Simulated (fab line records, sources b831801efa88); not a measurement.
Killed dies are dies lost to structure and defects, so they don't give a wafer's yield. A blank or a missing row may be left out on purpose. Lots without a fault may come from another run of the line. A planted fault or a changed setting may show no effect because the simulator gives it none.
fab line records | flow sky130
record lots=6 wafers=16 last_day=49
route steps=708 shown LOCAL_INTERCONNECT@396 CONTACT@406
lots that met no fault: from a run of the same line without faults
start_h: hours from the record's first day to the start of the lot's first wafer shown | wait_h: hours since the lot's step before | " the same as in the row above | L1.1+2: a row that stands for several wafers | - no value, or no start given | * or withheld: withheld | < > ~ a bound
route shown NAME@n: a module of which the file shows steps, and the number in the route of the first | usual: mean/standard deviation of fault-free wafers | same: alike in all rows | chamber/n: place in a boat | sites: the reading at each site | _std_site: their standard deviation | _edge_site: outer sites' mean less inner sites' | radius_mm: how far each site lies from the wafer's centre | mask NAME#n: copy n | behind: the tool/chamber that last shaped the wafer | hold: why the lot was held/for how many hours/how that ended | device: the transistor (n, p or np) that didn't switch | end of line: the same wafers' tests at the end of the route | a step without rows: its recipe alone | killed: dies lost to structure and defects at the first sort, not the wafer's yield | map: a wafer's dies, x killed, . not, _ none there
set.NAME: the setting as run; set.NAME@STEP: as run at that earlier step | model.NAME: the simulator's own value behind a step, which no gauge read
lots at some steps of the route; a table a step, a row a wafer
services: from which hour (start_h, from the record's first day; less than 0 if before it) a tool's chamber was out of use, for how many hours, and why
## steps
# step SKY_LOCAL_INTERCONNECT_PEB_09
# recipe peb_temp_c=withheld peb_time_s=withheld resist=KrF-thick
# step SKY_LOCAL_INTERCONNECT_DEVELOP_10
# recipe develop_time_s=60 resist=KrF-thick dev_temp_c=21
# step SKY_LOCAL_INTERCONNECT_CD_MEAS_11
# recipe target_cd_nm=170
# usual cd_nm=170.3/1.1
# columns lot.wafer tool chamber start_h wait_h cd_nm
L963.4 cd_sem-02 - 703.20 - 172.2
L963.5 " - " " 171.2
L963.6 " - " " 171.8
L965.3 cd_sem-01 - 728.83 - 170.8
L965.4 " - " " 170.0
L965.5 " - " " 169.1
L971.5 cd_sem-01 - 771.28 - 169.9
L971.6 " - " " 170.9
L972.1 cd_sem-02 - 776.09 - 170.0
L972.2 " - " " 169.5
L980.2 cd_sem-01 - 835.92 - 170.4
L980.3 " - " " 169.6
L980.4 " - " " 169.9
L984.2 cd_sem-02 - 859.32 - 169.7
L984.3 " - " " 171.1
L984.4 " - " " 170.0
# step SKY_LOCAL_INTERCONNECT_OVL_MEAS_12
# usual LOCAL_INTERCONNECT_OVL=-2/5.4
# columns lot.wafer tool chamber start_h wait_h LOCAL_INTERCONNECT_OVL[nm]
L963.4 overlay-02 - 703.28 0.1 -3
L963.5 " - " " 3
L963.6 " - " " -5
L965.3 overlay-01 - 728.92 0.1 1
L965.4 " - " " 6
L965.5 " - " " 2
L971.5 overlay-02 - 771.34 0.0 -1
L971.6 " - " " -2
L972.1 overlay-01 - 776.21 0.1 6
L972.2 " - " " -2
L980.2 overlay-02 - 836.02 0.1 2
L980.3 " - " " 2
L980.4 " - " " -2
L984.2 overlay-01 - 859.42 0.1 8
L984.3 " - " " 8
L984.4 " - " " 6
# step SKY_LOCAL_INTERCONNECT_ETCH_13
# recipe chemistry=N2/H2 target=BARC ion_energy_ev=200 bias_w=100 pressure_mtorr=30 n2_flow_sccm=100 h2_flow_sccm=200 icp_w=500 stop_on=SiO2 time_s=45.9 target_depth_a=600
# usual drypump_motor_current_A=5.85/0.21 oes_product_au=0.855/0.0051 throttle_valve_pct=13.225/0.01
# columns lot.wafer tool chamber start_h wait_h drypump_motor_current_A oes_product_au rf_hours_counter_h throttle_valve_pct
L963.4 rie_metal-03 0 703.32 0.0 5.57 0.849 - 13.223
L963.5 " 1 " " 5.63 0.853 - 13.215
L963.6 " 0 " " 5.57 0.855 - 13.228
L965.3 rie_metal-02 0 728.97 0.0 5.88 0.859 - 13.223
L965.4 " 1 " " 5.95 0.850 - 13.220
L965.5 " 1 " " 5.93 0.851 - 13.229
L971.5 rie_metal-02 1 771.40 0.0 5.98 0.853 - 13.235
L971.6 " 0 " " 5.89 0.846 - 13.213
L972.1 rie_metal-03 0 776.24 0.0 5.62 0.850 8 13.228
L972.2 " 1 " " 5.61 0.850 3 13.222
L980.2 rie_metal-03 0 836.05 0.0 5.57 0.851 10 13.220
L980.3 " 1 " " 5.61 0.857 - 13.212
L980.4 " 0 " " 5.61 0.861 - 13.237
L984.2 rie_metal-02 1 859.48 0.0 6.00 0.864 - 13.232
L984.3 " 1 " " 5.95 0.855 - 13.220
L984.4 " 1 " " 5.96 0.860 - 13.207
# step SKY_LOCAL_INTERCONNECT_METAL_ETCH_14
# recipe target_depth_nm=110 stop_on=PSG chemistry=Cl2/BCl3 target=TiN resist_sidewall_deg=88 pressure_mtorr=10 icp_w=900 bias_w=48.5 Cl2_flow_sccm=60 bcl3_flow_sccm=30 time_s=31.4
# usual bcl3_flow_sccm=29.99/0.091 drypump_motor_current_A=5.83/0.21 oes_product_au=0.940/0.0075 throttle_valve_pct=21.901/0.0099
# columns lot.wafer tool chamber start_h wait_h bcl3_flow_sccm drypump_motor_current_A oes_product_au rf_hours_counter_h throttle_valve_pct
L963.4 rie_metal-03 0 703.38 0.0 30.05 5.56 0.943 - 21.898
L963.5 " 1 " " 29.94 5.62 0.937 - 21.916
L963.6 " 0 " " 30.12 5.56 0.933 - 21.912
L965.3 rie_metal-02 0 729.03 0.0 30.03 5.89 0.944 - 21.895
L965.4 " 1 " " 29.91 5.94 0.940 - 21.905
L965.5 " 1 " " 29.99 5.95 0.940 - 21.923
L971.5 rie_metal-02 1 771.45 0.0 29.93 5.99 0.934 - 21.900
L971.6 " 0 " " 29.91 5.87 0.934 - 21.878
L972.1 rie_metal-03 0 776.31 0.0 29.91 5.56 0.941 8 21.890
L972.2 " 1 " " 29.89 5.60 0.937 3 21.894
L980.2 rie_metal-03 0 836.12 0.0 29.95 5.56 0.945 10 21.893
L980.3 " 1 " " 30.12 5.60 0.953 - 21.896
L980.4 " 0 " " 29.99 5.56 0.957 - 21.904
L984.2 rie_metal-02 1 859.60 0.1 30.05 5.95 0.930 - 21.919
L984.3 " 1 " " 30.15 5.94 0.939 - 21.919
L984.4 " 1 " " 30.06 5.93 0.935 - 21.908
# step SKY_LOCAL_INTERCONNECT_STRIP_15
# recipe chemistry=O2/N2 power_w=1400 pressure_mtorr=1500 platen_temp_c=withheld o2_flow_sccm=3000 n2_flow_sccm=300 overash_fraction=0.5
# usual drypump_motor_current_A=5.33/0.24 oes_product_au=0.427/0.0043 strip_time_to_endpoint_s=4.711/0.021
# columns lot.wafer tool chamber start_h wait_h drypump_motor_current_A oes_product_au rf_hours_counter_h strip_time_to_endpoint_s
L963.4 plasma_asher-03 1 703.44 0.1 4.92 0.434 - 4.714
L963.5 " 1 " " 4.99 0.428 - 4.735
L963.6 " 0 " " 5.44 0.425 - 4.748
L965.3 plasma_asher-01 0 729.09 0.1 5.15 0.431 - 4.739
L965.4 " 1 " " 5.54 0.421 - 4.720
L965.5 " 1 " " 5.56 0.422 - 4.672
L971.5 plasma_asher-02 0 771.53 0.1 5.62 0.426 - 4.717
L971.6 " 1 " " 5.11 0.432 - 4.707
L972.1 plasma_asher-03 1 776.36 0.0 4.92 0.428 67 4.682
L972.2 " 0 " " 5.42 0.423 67 4.691
L980.2 plasma_asher-01 0 836.17 0.0 5.13 0.426 41 4.720
L980.3 " 0 " " 5.14 0.435 - 4.735
L980.4 " 1 " " 5.53 0.427 - 4.725
L984.2 plasma_asher-01 1 859.68 0.1 5.55 0.428 44 4.680
L984.3 " 0 " " 5.15 0.422 - 4.706
L984.4 " 1 " " 5.55 0.424 - 4.682
# step SKY_LOCAL_INTERCONNECT_STRIP_16
# recipe chemistry=post_etch_residue_remover time_s=1200 temp_c=72.5
# step SKY_LOCAL_INTERCONNECT_CLEAN_17
# recipe chemistry=IPA time_s=180 temp_c=25
# step SKY_LOCAL_INTERCONNECT_CLEAN_18
# recipe chemistry=O3/DIW dry=n2_spin
# step SKY_CONTACT_CVD_00
# recipe material=Si3N4 target_thk_nm=75 temp_c=400 time_s=withheld rf_w=450
# usual heater_power_outer_w=431/52 heater_power_w=720/75
# columns lot.wafer tool chamber start_h wait_h heater_power_outer_w heater_power_w
L963.4 pecvd-02 1 704.02 0.0 425 740
L963.5 " 2 " " 388 636
L963.6 " 0 " " 363 637
L965.3 pecvd-03 0 729.65 0.0 457 742
L965.4 " 2 " " 542 884
L965.5 " 0 " " 461 737
L971.5 pecvd-03 0 772.12 0.0 405 679
L971.6 " 2 " " 523 862
L972.1 pecvd-01 0 777.02 0.0 523 835
L972.2 " 1 " " 448 745
L980.2 pecvd-01 1 837.19 0.0 471 776
L980.3 " 2 " " 408 674
L980.4 " 0 " " 424 727
L984.2 pecvd-03 1 860.38 0.0 416 712
L984.3 " 0 " " 436 721
L984.4 " 1 " " 408 714
# step SKY_CONTACT_THK_MEAS_01
# recipe reads=Si3N4_of_CONTACT_CVD_00
# usual CONTACT_CVD_00_THK=74.9/0.88
# columns lot.wafer tool chamber start_h wait_h CONTACT_CVD_00_THK[nm]
L963.4 film_metro-02 - 704.06 - 75.9
L963.5 " - " " 75.9
L963.6 " - " " 76.1
L965.3 film_metro-02 - 729.70 - 73.4
L965.4 " - " " 75.5
L965.5 " - " " 75.5
L971.5 film_metro-04 - 772.17 - 76.6
L971.6 " - " " 74.5
L972.1 film_metro-02 - 777.06 - 73.8
L972.2 " - " " 74.2
L980.2 film_metro-04 - 837.24 - 74.6
L980.3 " - " " 75.0
L980.4 " - " " 77.0
L984.2 film_metro-01 - 860.43 - 74.2
L984.3 " - " " 74.6
L984.4 " - " " 76.5
# step SKY_CONTACT_HDPCVD_02
# recipe material=SiO2 target_thk_nm=565 sigma_open_frac=0.3 time_s=94.2 temp_c=600 sih4_flow_sccm=60 pressure_mtorr=6
# usual pressure_mtorr=6.000/0.012
# columns lot.wafer tool chamber start_h wait_h pressure_mtorr model.SiO2_of_CONTACT_HDPCVD_02.thk_nm
L963.4 hdpcvd-01 0 704.13 0.1 6.004 567.6
L963.5 " 1 " " 6.002 571
L963.6 " 2 " " 6.001 567.7
L965.3 hdpcvd-01 0 729.78 0.1 6.005 569.1
L965.4 " 2 " " 6.006 566.9
L965.5 " 0 " " 5.988 572.1
L971.5 hdpcvd-01 2 772.23 0.0 6.008 420.5
L971.6 " 1 " " 5.991 572.6
L972.1 hdpcvd-01 2 777.12 0.1 5.987 555.6
L972.2 " 0 " " 5.996 416.5
L980.2 hdpcvd-01 2 837.29 0.0 6.003 569.1
L980.3 " 1 " " 5.996 573
L980.4 " 1 " " 5.979 569.5
L984.2 hdpcvd-02 1 860.48 0.0 6.005 562
L984.3 " 2 " " 6.013 560.6
L984.4 " 2 " " 5.992 560.3
# step SKY_CONTACT_THK_MEAS_03
# recipe reads=SiO2_of_CONTACT_HDPCVD_02
# usual CONTACT_HDPCVD_THK=564/5.1
# columns lot.wafer tool chamber start_h wait_h CONTACT_HDPCVD_THK[nm]
L963.4 film_metro-01 - 704.19 0.0 568
L963.5 " - " " 571
L963.6 " - " " 568
L965.3 film_metro-01 - 729.87 0.1 569
L965.4 " - " " 566
L965.5 " - " " 572
L971.5 film_metro-02 - 772.30 0.0 420
L971.6 " - " " 572
L972.1 film_metro-01 - 777.19 0.0 556
L972.2 " - " " 416
L980.2 film_metro-01 - 837.37 0.0 569
L980.3 " - " " 573
L980.4 " - " " 570
L984.2 film_metro-02 - 860.56 0.0 562
L984.3 " - " " 561
L984.4 " - " " 560
# step SKY_CONTACT_CMP_04
# recipe material=SiO2 down_force_psi=4 platen_rpm=60 pad_velocity_m_s=0.94248
# usual motor_current_A=12.1/0.91 retaining_ring_pressure_frac=1.000/0.0051 time_to_endpoint_s=81/3.9
# columns lot.wafer tool chamber start_h wait_h motor_current_A retaining_ring_pressure_frac time_to_endpoint_s
L963.4 cmp-02 0 704.37 0.2 13.0 0.996 87
L963.6 " 1 " " 12.7 0.999 83
L963.5 " 2 " " 11.8 0.997 90
L965.4 cmp-02 2 729.96 0.1 12.7 1.002 84
L965.3 " 0 " " 13.3 1.004 85
L965.5 " 1 " " 13.2 1.006 86
L971.5 cmp-01 0 772.52 0.2 12.8 1.003 29
L971.6 " 1 " " 11.6 1.004 81
L972.1 cmp-02 1 777.35 0.1 12.9 1.008 79
L972.2 " 2 " " 12.4 0.997 29
L980.4 cmp-01 3 837.42 0.0 10.5 0.998 81
L980.2 " 0 " " 12.8 1.013 81
L980.3 " 1 " " 11.2 0.997 80
L984.2 cmp-02 0 860.66 0.1 12.8 0.996 85
L984.4 " 1 " " 12.2 0.991 82
L984.3 " 2 " " 12.3 1.003 83
# step SKY_CONTACT_BOW_MEAS_05
# recipe mode=bow
# usual CONTACT_BOW=83/6.6
# columns lot.wafer tool chamber start_h wait_h CONTACT_BOW[um]
L963.4 film_metro-04 - 704.58 0.2 89
L963.5 " - " " 94
L963.6 " - " " 84
L965.3 film_metro-02 - 730.25 0.1 71
L965.4 " - " " 77
L965.5 " - " " 85
L971.5 film_metro-01 - 772.70 0.1 91
L971.6 " - " " 85
L972.1 film_metro-02 - 777.55 0.1 87
L972.2 " - " " 88
L980.2 film_metro-01 - 837.74 0.2 95
L980.3 " - " " 83
L980.4 " - " " 87
L984.2 film_metro-04 - 860.93 0.2 77
L984.3 " - " " 87
L984.4 " - " " 95
## services
# columns tool chamber start_h hours kind
cmp-01 - 699.72 1.4 repair
plasma_asher-01 - 700.62 4.9 repair
cmp-02 - 701.28 0.3 repair
rie_metal-02 - 714.13 1.3 repair
hdpcvd-01 2 714.56 4.2 repair
cmp-01 - 716.52 6.9 pm
hdpcvd-01 1 717.01 17.2 repair
rie_metal-03 0 719.70 21.4 repair
cmp-02 - 743.57 1.6 repair
cmp-01 - 745.76 4.0 pm
cmp-01 - 745.77 0.9 repair
plasma_asher-01 - 750.92 2.8 pm
plasma_asher-03 - 756.18 14.6 pm
hdpcvd-01 2 757.73 1.9 repair
cmp-01 - 759.12 1.3 repair
cmp-02 - 786.64 30.2 repair
cmp-02 - 804.44 1.9 repair
pecvd-03 0 811.63 5.9 repair
plasma_asher-01 - 813.90 14.6 pm
cmp-02 - 815.79 3.2 repair
rie_metal-02 0 828.38 16.2 repair
cmp-01 - 849.92 7.5 pm
rie_metal-02 0 858.57 7.4 repair
pecvd-02 1 859.75 12.0 repair
## key
first_sign step=SKY_CONTACT_THK_MEAS_03 reading=CONTACT_HDPCVD_THK direction=down sigmas=29 usual=564 struck=418
effect step=SKY_CONTACT_CMP_04 reading=time_to_endpoint_s direction=down sigmas=13 usual=* struck=*
model_effect step=SKY_CONTACT_HDPCVD_02 value=SiO2_of_CONTACT_HDPCVD_02.thk_nm without=560 struck=418.5
met_at SKY_CONTACT_HDPCVD_02
struck_wafers L971.5,L972.2
sort_left_out L971.5,L972.2
tester_left_out L971,L972
onset_between 729.78 772.23
fault kind=process_parameter_drift tool=hdpcvd-01 chamber=- onset_h=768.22 steps=SKY_CONTACT_HDPCVD_02 channel=target_thk_nm offset=-141.49 shape=step end_h=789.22 scope=struck_wafers_only acts_in=these_recipes_only stated=565
# tester_left_out: of these lots the tester's yield and bins aren't shown, on N5 and GAA mostly nor the transistor test; their killed dies are dies lost to structure and defects alone, not to doping, threshold or leakage, so they don't give the yield
# sort_left_out: the simulated sort isn't trusted on such a fault, so these wafers' sort isn't shown, and their yield isn't known
